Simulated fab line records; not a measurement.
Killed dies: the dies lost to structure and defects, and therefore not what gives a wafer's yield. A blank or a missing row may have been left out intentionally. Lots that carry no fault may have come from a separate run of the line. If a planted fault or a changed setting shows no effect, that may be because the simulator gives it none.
Chamber matching || flow sky130 || SKY_LI_CONTACT_CMP_24 on cmp-02: 4 sister chambers
The step polishes, stops on PSG, t overpolish 20 s, target thk 0 nm. 4 wafers are shown with their chamber, then 9 later ones without.

== WAFERS WITH THEIR CHAMBER ==
{"wafer": "L264.2", "chamber": 3, "motor-current-A (A)": 11.3}
{"wafer": "L265.1", "chamber": 0, "motor-current-A (A)": 10.1}
{"wafer": "L265.3", "chamber": 1, "motor-current-A (A)": 12.2}
{"wafer": "L265.4", "chamber": 2, "motor-current-A (A)": 11.8}

== WAFERS MISSING THEIR CHAMBER ==
{"wafer": "L267.1", "motor-current-A (A)": 10.9}
{"wafer": "L267.2", "motor-current-A (A)": 11.6}
{"wafer": "L267.4", "motor-current-A (A)": 10.2}
{"wafer": "L270.2", "motor-current-A (A)": 11.4}
{"wafer": "L270.4", "motor-current-A (A)": 11.6}
{"wafer": "L270.6", "motor-current-A (A)": 9.8}
{"wafer": "L271.1", "motor-current-A (A)": 12.8}
{"wafer": "L271.4", "motor-current-A (A)": 11.6}
{"wafer": "L271.5", "motor-current-A (A)": 11.6}

== CHAMBER TAKEN BY EACH ==
{"wafer": "L267.1", "from the rows above": "can't be placed: 3 or 0 or 2", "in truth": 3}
{"wafer": "L267.2", "from the rows above": "can't be placed: 2 or 3 or 1", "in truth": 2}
{"wafer": "L267.4", "from the rows above": 0, "in truth": 0}
{"wafer": "L270.2", "from the rows above": "can't be placed: 3 or 2", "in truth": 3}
{"wafer": "L270.4", "from the rows above": "can't be placed: 2 or 3 or 1", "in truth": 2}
{"wafer": "L270.6", "from the rows above": 0, "in truth": 0}
{"wafer": "L271.1", "from the rows above": "can't be placed: 1 or 2", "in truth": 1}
{"wafer": "L271.4", "from the rows above": "can't be placed: 2 or 3 or 1", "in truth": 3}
{"wafer": "L271.5", "from the rows above": "can't be placed: 2 or 3 or 1", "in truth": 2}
Placed correctly: 2 of 9. Unplaceable from these rows: 7, with the true chamber sitting among the candidates in 7. Wrongly placed: 0.
How it was worked out, from the rows above alone: a wafer's distance from a chamber is the root of the sum, over the readings, of the square of ((its reading less the chamber's mean) divided by the reading's scatter). The wafer belongs to the nearest chamber; if the next one is less than 2 further off, it can't be placed. Each chamber's mean is taken over the wafers shown for it. The scatter: root of mean squared gap, hidden wafer to nearest shown wafer, with one shown wafer a chamber.
